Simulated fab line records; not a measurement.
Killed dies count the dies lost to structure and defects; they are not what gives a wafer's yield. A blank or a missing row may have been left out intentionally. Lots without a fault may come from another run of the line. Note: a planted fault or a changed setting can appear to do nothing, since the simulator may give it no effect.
Chamber matching -- flow sky130 -- SKY_VIA2_CMP_24 on cmp-02 has 4 sister chambers
The step polishes, stops on SiO2, t overpolish 20 s, target thk 0 nm. 8 wafers are shown with their chamber, then 11 later ones without.

EACH WAFER AND ITS CHAMBER
wafer,chamber,motorCurrentA (A),timeToEndpointS (s)
L076.6,2,10.0,101
L084.2,2,10.0,102
L084.3,0,9.5,101
L090.3,0,8.9,101
L090.5,3,10.2,100
L091.2,3,10.8,103
L091.5,1,10.0,103
L092.1,1,10.4,100

WAFERS MISSING THEIR CHAMBER
wafer,motorCurrentA (A),timeToEndpointS (s)
L092.2,9.7,100
L092.6,10.7,101
L093.1,10.2,102
L093.5,10.0,106
L093.6,10.6,103
L096.1,10.7,103
L096.2,9.7,107
L096.5,10.0,108
L097.1,9.3,105
L097.2,10.6,103
L097.4,9.9,106

WHICH CHAMBER EACH WENT THROUGH
wafer,from the rows above,in truth
L092.2,can't be placed: 2 or 0 or 1 or 3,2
L092.6,can't be placed: 3 or 1 or 2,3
L093.1,can't be placed: 1 or 2 or 3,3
L093.5,can't be placed: 2 or 1 or 3 or 0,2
L093.6,can't be placed: 3 or 1 or 2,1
L096.1,can't be placed: 3 or 1 or 2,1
L096.2,can't be placed: 2 or 1 or 0 or 3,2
L096.5,can't be placed: 2 or 1 or 3 or 0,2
L097.1,can't be placed: 0 or 2 or 1 or 3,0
L097.2,can't be placed: 3 or 1 or 2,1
L097.4,can't be placed: 2 or 1 or 3 or 0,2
0 of 11 placed correctly. These rows do not allow placing 11 (true chamber among the candidates in 11). 0 placed wrongly.
How it was worked out, from the rows above alone: a wafer's distance from a chamber is the root of the sum, over the readings, of the square of ((its reading less the chamber's mean) divided by the reading's scatter). The wafer belongs to the nearest chamber; if the next one is less than 2 further off, it can't be placed. A chamber's mean is the mean of its shown wafers. How the scatter is found: for the shown wafers, subtract from each reading the mean of its chamber, square and add these, divide the total by (wafers less chambers), then take the root.
